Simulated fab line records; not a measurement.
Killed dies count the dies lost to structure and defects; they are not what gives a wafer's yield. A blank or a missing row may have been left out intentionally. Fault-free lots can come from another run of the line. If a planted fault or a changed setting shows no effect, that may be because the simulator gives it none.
Which tool was responsible? / flow sky130 / Sampling: 12 lots, 36 wafers, 3 of 708 route steps

WHAT THE GAUGES READ, wafer by wafer
SKY_SD_N_TW_MEAS_12.
lot=L606; measured=day 27 18:19; on=film metro-01; SD_N_TW=3932 3971 3970
lot=L607; measured=day 28 06:26; on=film metro-01; SD_N_TW=3981 3943 3962
lot=L608; measured=day 28 14:16; on=film metro-01; SD_N_TW=3966 3958 3966
lot=L611; measured=day 29 17:49; on=film metro-03; SD_N_TW=4030 4030 4045
lot=L612; measured=day 30 06:13; on=film metro-03; SD_N_TW=4059 4038 4044
lot=L613; measured=day 31 06:53; on=film metro-01; SD_N_TW=3952 3940 3972
lot=L616; measured=day 31 14:52; on=film metro-02; SD_N_TW=4014 3991 4019
lot=L617; measured=day 32 05:58; on=film metro-01; SD_N_TW=3959 3958 3980
lot=L618; measured=day 32 07:35; on=film metro-03; SD_N_TW=4099 4060 4063
lot=L622; measured=day 33 10:28; on=film metro-03; SD_N_TW=4019 4063 4062
lot=L625; measured=day 34 08:53; on=film metro-03; SD_N_TW=4034 4073 4068
lot=L626; measured=day 34 16:25; on=film metro-02; SD_N_TW=3990 3982 3980

SKY_CONTACT_CD_MEAS_14: target cd 170 nm.
lot=L606; measured=day 31 10:52; on=cd sem-01; cd nm (nm)=169.5 169.9 169.1
lot=L607; measured=day 31 22:57; on=cd sem-01; cd nm (nm)=168.3 168.6 170.1
lot=L608; measured=day 32 06:07; on=cd sem-02; cd nm (nm)=172.6 172.7 173.0
lot=L611; measured=day 33 09:40; on=cd sem-02; cd nm (nm)=169.1 167.9 168.2
lot=L612; measured=day 33 21:13; on=cd sem-01; cd nm (nm)=171.2 170.0 170.6
lot=L613; measured=day 34 21:07; on=cd sem-02; cd nm (nm)=170.4 169.2 169.4
lot=L616; measured=day 35 04:37; on=cd sem-02; cd nm (nm)=166.4 168.2 167.1
lot=L617; measured=day 35 19:47; on=cd sem-01; cd nm (nm)=165.9 164.8 166.9
lot=L618; measured=day 35 21:21; on=cd sem-01; cd nm (nm)=171.3 170.5 171.6
lot=L622; measured=day 36 22:49; on=cd sem-02; cd nm (nm)=165.0 164.5 165.2 165.2 164.9 164.9
lot=L625; measured=day 37 19:45; on=cd sem-02; cd nm (nm)=167.0 166.3 167.0
lot=L626; measured=day 38 04:17; on=cd sem-02; cd nm (nm)=168.3 168.3 170.0

EACH LOT AND THE TOOL THAT RAN IT (in order: tool; ch and the chambers of the sampled wafers; start)
lot=L606; SKY_CONTACT_EXPOSE_11=krf scanner-02 ch 0, day 30 21:23
lot=L607; SKY_CONTACT_EXPOSE_11=krf scanner-01 ch 0, day 31 09:11
lot=L608; SKY_CONTACT_EXPOSE_11=krf scanner-02 ch 0, day 31 16:33
lot=L611; SKY_CONTACT_EXPOSE_11=krf scanner-02 ch 0, day 32 19:46
lot=L612; SKY_CONTACT_EXPOSE_11=krf scanner-02 ch 0, day 33 07:40
lot=L613; SKY_CONTACT_EXPOSE_11=krf scanner-02 ch 0, day 34 08:01
lot=L616; SKY_CONTACT_EXPOSE_11=krf scanner-02 ch 0, day 34 15:25
lot=L617; SKY_CONTACT_EXPOSE_11=krf scanner-02 ch 0, day 35 06:57
lot=L618; SKY_CONTACT_EXPOSE_11=krf scanner-01 ch 0, day 35 08:40
lot=L622; SKY_CONTACT_EXPOSE_11=krf scanner-02 ch 0, day 36 10:11
lot=L625; SKY_CONTACT_EXPOSE_11=krf scanner-02 ch 0, day 37 06:32
lot=L626; SKY_CONTACT_EXPOSE_11=krf scanner-01 ch 0, day 37 15:31
- SKY_CONTACT_EXPOSE_11: exposes mask CTM1, target cd 170 nm.

AS READ BY THE TOOLS THEMSELVES (means over the sampled wafers that have a number; for cases with no such wafer, the mark the record gives instead)
SKY_CONTACT_EXPOSE_11.
lot=L606; tool=krf scanner-02; exposure dose mJ cm2=37.96
lot=L607; tool=krf scanner-01; exposure dose mJ cm2=37.97
lot=L608; tool=krf scanner-02; exposure dose mJ cm2=37.94
lot=L611; tool=krf scanner-02; exposure dose mJ cm2=37.97
lot=L612; tool=krf scanner-02; exposure dose mJ cm2=37.94
lot=L613; tool=krf scanner-02; exposure dose mJ cm2=37.93
lot=L616; tool=krf scanner-02; exposure dose mJ cm2=37.90
lot=L617; tool=krf scanner-02; exposure dose mJ cm2=36.83
lot=L618; tool=krf scanner-01; exposure dose mJ cm2=38.24
lot=L622; tool=krf scanner-02; exposure dose mJ cm2=37.07
lot=L625; tool=krf scanner-02; exposure dose mJ cm2=37.23
lot=L626; tool=krf scanner-01; exposure dose mJ cm2=38.27

THE ANSWER, worked out from the rows above alone
Rule: the usual values come from the lots themselves. Put in order of their means at a reading, lots are off if they are a third of the lots or fewer, leave a main group of 4 or more, and stand apart from it by a gap of 3 or more times the standard deviation of the main group's means; of several such gaps the widest counts. Not used: any main group whose means are identical at the precision the tables above print for the reading. Also off: a lot with no number at a reading for which 4 or more lots have one. All remaining lots with rows at the step are treated as sound. Order of review: gauges by route order, followed by the tools' own readings, for which a lot's mean as printed above is used. At the first step where some lot is off, the reading lying furthest off is the one used; lots without a number count as furthest.
Off: L617, L622, L625, at SKY_CONTACT_EXPOSE_11 (exposure dose mJ cm2). Mean 38.01 and standard deviation 0.13 in the main group.
A tool fits if, at that step or a process step before it, it ran every lot that is off, and no sound lot after the first of them. One candidate fits, namely krf scanner-02 at SKY_CONTACT_EXPOSE_11. A fault onset in the window from L616 (day 34 15:25, its last sound lot) to L617 (day 35 06:57, its first lot off) fits.
The tool's own readings at SKY_CONTACT_EXPOSE_11 bear it out: on the lots that are off they differ by more than 5 times the standard deviation of the sound lots' means. exposure dose mJ cm2 reads 37.04 there against 38.01 on the sound lots.

WHAT THE SIMULATOR PUT IN
Process parameter drift: krf scanner-02, from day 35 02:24 on, at SKY_CONTACT_EXPOSE_11. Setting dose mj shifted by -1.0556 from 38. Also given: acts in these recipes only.
Lots struck among those shown: L617, L622, L625. The rule above reached the same finding.
